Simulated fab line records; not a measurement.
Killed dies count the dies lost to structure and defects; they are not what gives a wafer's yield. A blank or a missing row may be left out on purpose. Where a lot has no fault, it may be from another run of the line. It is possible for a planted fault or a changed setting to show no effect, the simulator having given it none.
Which tool was responsible? | flow sky130 | 6 lots with 18 wafers sampled at 2 steps, on a route of 708 steps

== WHAT THE GAUGES SHOWED, per wafer ==
SKY_METAL3_OVL_MEAS_14.
lot  | measured     | on         | METAL3_OVL (nm)
L144 | day 38 21:34 | overlay-02 | -5 -8 -12
L146 | day 39 14:37 | overlay-01 | -10 -6 -6
L155 | day 42 07:23 | overlay-02 | 2 13 2
L158 | day 43 04:23 | overlay-02 | 1 -3 -3
L160 | day 43 16:58 | overlay-01 | 3 -1 0
L165 | day 44 19:53 | overlay-01 | -8 1 -3

== EACH LOT AND THE TOOL THAT RAN IT (in order: tool; ch and the chambers of the sampled wafers; start) ==
lot  | SKY_POLY_CUT_ETCH_10
L144 | rie-diel-02 ch 2,3, day 24 15:41
L146 | rie-diel-03 ch 0,3, day 25 10:07
L155 | rie-diel-02 ch 0,1,2, day 28 15:04
L158 | rie-diel-04 ch 1,3, day 29 13:28
L160 | rie-diel-04 ch 1,2, day 30 05:53
L165 | rie-diel-02 ch 0,1,3, day 31 18:11
- SKY_POLY_CUT_ETCH_10: etches BARC in N2/H2, stops on SiO2, time 45.9 s, target depth 60 nm.

== THE ANSWER, worked out from the rows above alone ==
Rule: the lots themselves supply what counts as usual. Put in order of their means at a reading, lots are off if they are a third of the lots or fewer, leave a main group of 4 or more, and stand apart from it by a gap of 3 or more times the standard deviation of the main group's means; of several such gaps the widest counts. Not used: any main group whose means are identical at the precision the tables above print for the reading. Also off: a lot with no number at a reading for which 4 or more lots have one. Where the step has rows for the other lots, those lots are counted as sound.
No lot is off at any reading shown: from this, nothing can be told.

== WHAT THE SIMULATOR HAD PUT IN ==
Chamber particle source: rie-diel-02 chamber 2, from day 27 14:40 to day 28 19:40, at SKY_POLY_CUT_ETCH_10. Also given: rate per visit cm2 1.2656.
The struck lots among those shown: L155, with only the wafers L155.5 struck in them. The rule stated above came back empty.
